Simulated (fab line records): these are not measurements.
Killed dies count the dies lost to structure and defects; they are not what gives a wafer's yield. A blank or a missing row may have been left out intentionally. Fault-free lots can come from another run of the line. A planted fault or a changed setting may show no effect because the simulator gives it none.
Comparing a struck lot with a sound one -- flow gf180mcu -- 14 out of 602 route steps
Sound: these wafers, L143.1, L143.3, L143.6. Wafers L136.2, L136.3, L136.4 were the ones struck. Last of all comes the cause.
For every step that has rows: the tool of each side, followed by ch and its chambers, followed by its first start. Under that, the readings that differ: sound wafers -- struck wafers -- difference of the means -- sigmas: that difference in standard deviations of wafers without a fault.
alike: a reading whose means differ by less than 2 such deviations, as well as words and numbers matching on both sides. not compared: withheld readings; readings where some wafer has no value; bounds like >300 that might hide an equal value; numbers whose values overlap and for which the record gives no deviation.
The two part at a step that has a row with sigmas, a row that says differs or no value, or rows on one side only. Numbers that have no deviation but don't overlap get no sigmas and don't part them. A reading missing from all wafers of one side parts the sides only when that side holds two or more wafers.

GF_SALICIDE_RTA_08: time 30 s.
  sound on rtp-anneal-02 ch 0, day 21 00:11; struck on rtp-anneal-01 ch 0, day 18 19:15
  alike: lamp-power-pct, wafer_temp_C_max
then, 1 step without rows for these wafers: GF_CONTACT_CVD_00 (deposits SiO2, target thk 300 nm, time 50 s).
GF_CONTACT_THK_MEAS_01:
  sound: film-metro-03 at day 21 00:20; struck: film-metro-01 at day 18 19:23
reading,sound,struck,difference,sigmas
CONTACT_CVD_00_THK (nm),304 306 306,298 298 295,-8,-3
GF_CONTACT_CVD_02: deposits SiO2 from TEOS, target thk 860 nm, time 95.992 s.
  sound on pecvd-04 ch 0,1,2, day 21 00:23; struck on pecvd-01 ch 0,1,2, day 18 19:26
  alike: heater-power-w
GF_CONTACT_THK_MEAS_03:
  sound: film-metro-03 at day 21 00:28; struck: film-metro-03 at day 18 19:31
  alike: CONTACT_CVD_02_THK
GF_CONTACT_CMP_04: polishes SiO2.
  sound on cmp-02 ch 0,1,2, day 21 00:31; struck on cmp-02 ch 1,2,3, day 18 19:34
  alike: edge-zone-pressure-frac, motor-current-A, retaining-ring-pressure-frac, time-to-endpoint-s
GF_CONTACT_BOW_MEAS_05:
  sound: film-metro-04 at day 21 00:49; struck: film-metro-04 at day 18 19:53
  alike: CONTACT_BOW
then, 5 steps without rows for these wafers: GF_CONTACT_DEHYDRATE_06 (time 60 s); GF_CONTACT_HMDS_07 (prime time 60 s); GF_CONTACT_COAT_08; GF_CONTACT_COAT_09 (resist thk 1000 nm); GF_CONTACT_SOFTBAKE_10 (time 60 s).
GF_CONTACT_EXPOSE_11: exposes mask Contact, target cd 220 nm.
  struck on krf-scanner-01, day 19 08:22; sound on krf-scanner-02 ch 0, day 21 13:08
  no value came back on the struck wafers for exposure-dose-mJ-cm2, focus-offset-nm (nm); on the sound wafers exposure-dose-mJ-cm2 reads 38.01 38.00 38.01
  alike: mask
then, 1 step without rows for these wafers: GF_CONTACT_PEB_12 (peb time 90 s).

## WHERE THEY PART
Last at GF_CONTACT_EXPOSE_11 as far as this record goes, first at GF_CONTACT_THK_MEAS_01.

WHY: what the simulator had put in
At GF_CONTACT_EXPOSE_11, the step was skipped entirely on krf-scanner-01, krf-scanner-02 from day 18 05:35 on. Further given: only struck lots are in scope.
